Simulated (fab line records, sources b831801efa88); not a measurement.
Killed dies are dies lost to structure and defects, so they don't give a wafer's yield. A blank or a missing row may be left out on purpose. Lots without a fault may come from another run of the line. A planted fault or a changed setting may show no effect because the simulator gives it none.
A struck lot beside a sound one | flow sky130 | 15 steps out of a route of 708
Sound: wafers L184.3, L184.5, L184.6. Struck: wafers L189.3, L189.5, L189.6. The cause comes at the end.
At each step with rows: each side's tool, then ch and its chambers, then its first start. Under that, the readings that differ: sound wafers | struck wafers | difference of the means | sigmas: that difference in standard deviations of wafers without a fault.
alike: readings whose means differ by less than 2 such deviations, and words and numbers that are the same on both sides. not compared: withheld readings, readings that some wafer has no value for, bounds like >300 that may hide the same value, and numbers for which the record gives no deviation and whose values overlap.
The two part at a step that has a row with sigmas, a row that says differs or no value, or rows on one side only. Numbers that don't overlap but have no deviation are shown without sigmas and don't part them. A reading that every wafer of one side lacks parts them only if that side has two wafers or more.

first, 6 steps without rows for these wafers: SKY_GATE_OXIDE_HMDS_04 (prime time 60 s); SKY_GATE_OXIDE_COAT_05 (resist thk 1140 nm); SKY_GATE_OXIDE_SOFTBAKE_06 (time 60 s); SKY_GATE_OXIDE_EXPOSE_07 (exposes mask LVOM, target cd 600 nm); SKY_GATE_OXIDE_PEB_08; SKY_GATE_OXIDE_DEVELOP_09 (develop time 60 s).
SKY_GATE_OXIDE_OVL_MEAS_10:
  sound on overlay-02, day 18 05:16; struck on overlay-01, day 19 20:25
  alike: GATE_OXIDE_OVL
then, 2 steps without rows for these wafers: SKY_GATE_OXIDE_IMPLANT_11; SKY_GATE_OXIDE_WET_ETCH_12 (etches SiO2 in dHF, target depth 16.8 nm, time 336 s).
SKY_GATE_OXIDE_STRIP_13: strips in O2/N2.
  sound on plasma_asher-04 ch 0,1, day 18 05:41; struck on plasma_asher-02 ch 0,1, day 19 20:43
  alike: drypump_motor_current_A, oes_product_au, strip_time_to_endpoint_s
  not compared: rf_hours_counter_h
SKY_GATE_OXIDE_TW_MEAS_14:
  sound on film_metro-01, day 18 05:46; struck on film_metro-02, day 19 20:48
  alike: GATE_OXIDE_TW
then, 1 step without rows for these wafers: SKY_GATE_OXIDE_CLEAN_15 (cleans in SC1/SC2, time 150 s).
SKY_GATE_OXIDE_OXIDATION_16: stabilise 600 s, purge 300 s, target thk 3.57 nm.
  sound on furnace-01 ch 0, day 18 06:41; struck on furnace-01 ch 0, day 19 20:59
  reading                                           | sound             | struck            | difference | sigmas
  model.SiO2_of_GATE_OXIDE_OXIDATION_01.thk_nm (nm) | 11.75 11.55 11.88 | 13.07 13.08 13.17 | +1.38      |
  alike: spike_tc_upper_C, tube_center_temp_C, tube_center_temp_C_max
then, 1 step without rows for these wafers: SKY_POLY_GATE_CVD_00 (deposits poly-Si, target thk 180 nm, time 720 s).
-- the record jumps here: 30 days lie between the struck wafers' starts before and after (it left off in module POLY_GATE and takes up again in module PAD_OPEN, whose first step shown is number 708 of the route) --
SKY_PAD_OPEN_PROBE_99:
  sound on prober-01, day 48 20:37; struck on prober-01, day 49 18:58
  reading                                  | sound                         | struck                        | difference | sigmas
  killed_at_other                          | 1 2 2                         | 1 0 0                         | -1         | -2
  model.etest.nfet_16v.r_on_ohm_um         | 1.392e+04 1.396e+04 1.406e+04 | 1.475e+04 1.483e+04 1.486e+04 | +8.333e+02 |
  model.etest.pfet_01v8.r_on_ohm_um        | 2945 2933 2897                | 3441 3537 3426                | +543       |
  model.etest.tip_sonos.rs_ohm_sq          | 2688 2663 2728                | 2933 2940 2976                | +257       |
  model.etest.nfet_01v8.r_on_ohm_um        | 844 840.3 807.2               | 1116 1147 1136                | +302       |
  model.etest.pfet_g5v0d10v5.r_on_ohm_um   | 4730 4741 4730                | 5073 5171 5090                | +378       |
  model.etest.nfet_01v8_lvt.drive_ua_um    | 567.9 567.6 590.7             | 391.5 381.2 385.6             | -189.3     |
  model.etest.tip_p.rs_ohm_sq              | 6800 6809 6821                | 7062 7036 7050                | +239       |
  model.etest.nfet_01v8_turned.drive_ua_um | 494.3 502 523.1               | 329.9 316.1 317.8             | -185.2     |
  alike: killed_at_M0_to_M3, killed_at_M4_up, killed_at_contacts, killed_at_front_end, killed_dies, killed_open, killed_short

WHERE THEY PART
Only at SKY_PAD_OPEN_PROBE_99, within this record.

WHY: what the simulator had put in
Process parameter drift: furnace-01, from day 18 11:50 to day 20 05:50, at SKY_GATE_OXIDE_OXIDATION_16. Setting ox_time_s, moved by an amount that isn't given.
